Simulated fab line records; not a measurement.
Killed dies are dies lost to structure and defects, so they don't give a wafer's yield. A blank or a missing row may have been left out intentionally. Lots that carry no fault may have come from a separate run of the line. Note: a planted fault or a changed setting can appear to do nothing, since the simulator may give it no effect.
Which tool is to blame? | flow sky130 | 45 wafers from 15 lots sampled at 4 of the route's 708 steps

## WHAT THE GAUGES SHOWED, per wafer
SKY_CONTACT_CD_MEAS_14 targets a cd of 170 nm. Usual: 170.0 nm for cdNm, sd 1.5.
lot  | measured     | on       | cdNm (nm)         | flag
L295 | day 31 20:47 | cdSem-01 | 170.2 171.5 171.1 | 
L297 | day 32 03:28 | cdSem-01 | 169.1 167.8 169.6 | 
L298 | day 32 10:08 | cdSem-02 | 168.8 169.2 171.0 | 
L299 | day 33 04:05 | cdSem-02 | 173.0 173.9 172.7 | 
L300 | day 33 05:29 | cdSem-02 | 170.1 168.7 171.6 | 
L310 | day 37 03:07 | cdSem-01 | 168.7 168.3 167.9 | 
L311 | day 37 06:52 | cdSem-02 | 170.5 169.7 170.2 | 
L312 | day 38 05:07 | cdSem-01 | 170.3 169.5 170.4 | 
L314 | day 38 06:16 | cdSem-02 | 169.1 169.1 169.0 | 
L315 | day 38 05:56 | cdSem-02 | 170.6 169.5 170.4 | 
L317 | day 38 11:56 | cdSem-01 | 169.8 170.6 169.1 | 
L318 | day 38 17:38 | cdSem-01 | 168.3 169.0 168.2 | 

## WHAT TOOL EACH LOT RAN ON (gives the tool, then ch and the chambers of the sampled wafers, and finally the start)
lot  | SKY_LDD_HVP_STRIP_09                | SKY_LI_CONTACT_PEB_10            | SKY_LI_CONTACT_SPUTTER_20
L295 | plasmaAsher-01 ch 0,1, day 21 14:01 | lithoTrack-02 ch 0, day 29 03:00 | pvdSputter-02, day 29 04:49
L297 | plasmaAsher-01 ch 0,1, day 22 03:04 | lithoTrack-01 ch 0, day 29 17:00 | pvdSputter-04, day 29 18:10
L298 | plasmaAsher-04 ch 0,1, day 22 16:26 | lithoTrack-02 ch 0, day 30 03:00 | pvdSputter-04, day 30 03:59
L299 | plasmaAsher-02 ch 0,1, day 23 07:49 | lithoTrack-01 ch 0, day 30 15:00 | pvdSputter-01, day 30 16:13
L300 | plasmaAsher-02 ch 0,1, day 23 11:29 | lithoTrack-02 ch 0, day 30 19:00 | pvdSputter-04, day 30 20:13
L301 | plasmaAsher-01 ch 0,1, day 23 14:43 | lithoTrack-03, day 30 23:00      | pvdSputter-04, day 31 00:22
L302 | plasmaAsher-02 ch 0,1, day 24 00:14 | lithoTrack-02, day 31 04:00      | pvdSputter-02, day 31 05:40
L303 | plasmaAsher-01 ch 0,1, day 24 12:13 | lithoTrack-02, day 31 22:00      | pvdSputter-01, day 31 23:11
L310 | plasmaAsher-04 ch 0,1, day 27 19:25 | lithoTrack-01 ch 0, day 34 19:00 | pvdSputter-04, day 34 20:53
L311 | plasmaAsher-01 ch 0, day 27 22:41   | lithoTrack-03 ch 0, day 34 22:00 | pvdSputter-02, day 34 23:55
L312 | plasmaAsher-02 ch 0,1, day 28 13:01 | lithoTrack-03 ch 0, day 35 21:00 | pvdSputter-02, day 35 22:35
L314 | plasmaAsher-01 ch 0,1, day 28 14:37 | lithoTrack-03 ch 0, day 35 22:00 | pvdSputter-01, day 35 23:44
L315 | plasmaAsher-02 ch 0,1, day 29 00:31 | lithoTrack-01 ch 0, day 35 22:00 | pvdSputter-02, day 35 23:28
L317 | plasmaAsher-01 ch 0,1, day 29 08:56 | lithoTrack-03 ch 0, day 36 05:00 | pvdSputter-02, day 36 06:08
L318 | plasmaAsher-01 ch 0,1, day 29 16:10 | lithoTrack-02 ch 0, day 36 11:00 | pvdSputter-02, day 36 12:32
- SKY_LDD_HVP_STRIP_09: strips in O2/N2.
- SKY_LI_CONTACT_PEB_10
- SKY_LI_CONTACT_SPUTTER_20: material TiN, target thk 20 nm, time 80 s.

## AS READ BY THE TOOLS THEMSELVES (means over the sampled wafers that have a number; for cases with no such wafer, the mark the record gives instead)
SKY_LDD_HVP_STRIP_09. Usual: drypumpMotorCurrentA 5.7 A, standard deviation 0.56; oesProductAu 0.409 a.u., standard deviation 0.0048; stripTimeToEndpointS 4.134 s, standard deviation 0.014.
lot  | tool           | drypumpMotorCurrentA (A) | oesProductAu (a.u.) | stripTimeToEndpointS (s) | flag
L295 | plasmaAsher-01 | 5.3                      | 0.408               | 4.131                    | 
L297 | plasmaAsher-01 | 5.3                      | 0.412               | 4.145                    | 
L298 | plasmaAsher-04 | 5.8                      | 0.404               | 4.115                    | 
L299 | plasmaAsher-02 | 5.8                      | 0.410               | 4.142                    | 
L300 | plasmaAsher-02 | 5.8                      | 0.406               | 4.135                    | 
L301 | plasmaAsher-01 | 5.8                      | 0.407               | 4.135                    | 
L302 | plasmaAsher-02 | 6.0                      | 0.411               | 4.138                    | 
L303 | plasmaAsher-01 | 5.8                      | 0.408               | 4.114                    | 
L310 | plasmaAsher-04 | 5.6                      | 0.408               | 4.126                    | 
L311 | plasmaAsher-01 | 6.3                      | 0.408               | 4.127                    | 
L312 | plasmaAsher-02 | 6.0                      | 0.411               | 4.136                    | 
L314 | plasmaAsher-01 | 5.8                      | 0.407               | 4.131                    | 
L315 | plasmaAsher-02 | 6.0                      | 0.407               | 4.142                    | 
L317 | plasmaAsher-01 | 5.3                      | 0.407               | 4.119                    | 
L318 | plasmaAsher-01 | 5.8                      | 0.405               | 4.137                    | 

SKY_LI_CONTACT_PEB_10. Usual: 44.9 Pa for exhaustPa, sd 0.89.
lot  | tool          | exhaustPa (Pa) | flag
L295 | lithoTrack-02 | 44.0           | 
L297 | lithoTrack-01 | 44.9           | 
L298 | lithoTrack-02 | 45.6           | 
L299 | lithoTrack-01 | 44.8           | 
L300 | lithoTrack-02 | 45.4           | 
L301 | lithoTrack-03 | -              | OFF
L302 | lithoTrack-02 | -              | OFF
L303 | lithoTrack-02 | -              | OFF
L310 | lithoTrack-01 | 44.5           | 
L311 | lithoTrack-03 | 44.7           | 
L312 | lithoTrack-03 | 43.5           | 
L314 | lithoTrack-03 | 45.1           | 
L315 | lithoTrack-01 | 43.8           | 
L317 | lithoTrack-03 | 45.1           | 
L318 | lithoTrack-02 | 44.8           | 

SKY_LI_CONTACT_SPUTTER_20. Usual: 30.3 % for throttleValvePct, sd 1.1.
lot  | tool          | throttleValvePct (%) | flag
L295 | pvdSputter-02 | 30.3                 | 
L297 | pvdSputter-04 | 30.1                 | 
L298 | pvdSputter-04 | 31.5                 | 
L299 | pvdSputter-01 | 28.7                 | 
L300 | pvdSputter-04 | 30.8                 | 
L301 | pvdSputter-04 | 31.0                 | 
L302 | pvdSputter-02 | 30.0                 | 
L303 | pvdSputter-01 | 29.3                 | 
L310 | pvdSputter-04 | 30.1                 | 
L311 | pvdSputter-02 | 30.3                 | 
L312 | pvdSputter-02 | 30.0                 | 
L314 | pvdSputter-01 | 29.8                 | 
L315 | pvdSputter-02 | 30.4                 | 
L317 | pvdSputter-02 | 30.3                 | 
L318 | pvdSputter-02 | 30.0                 | 

## THE ANSWER, worked out from the rows above alone
Rule: lot off if the mean of its wafers having a number is beyond 3 standard deviations from the usual mean. Also off: a lot with no number at a reading for which 4 or more lots have one. Any other lot the step has rows for is counted as sound. First the gauges in route order, then the tools' own readings, where a lot's mean is used as printed above. The first step at which some lot is off is used, and at that step the reading that is off furthest; a lot without a number counts as furthest.
Off, at SKY_LI_CONTACT_PEB_10 on exhaustPa: L301, L302, L303. Without a number there: L301, L302, L303.
A tool fits if, at that step or a process step before it, it ran every lot that is off, and no sound lot after the first of them. Of those tried, none fits.

## WHAT HAD BEEN PUT IN BY THE SIMULATOR
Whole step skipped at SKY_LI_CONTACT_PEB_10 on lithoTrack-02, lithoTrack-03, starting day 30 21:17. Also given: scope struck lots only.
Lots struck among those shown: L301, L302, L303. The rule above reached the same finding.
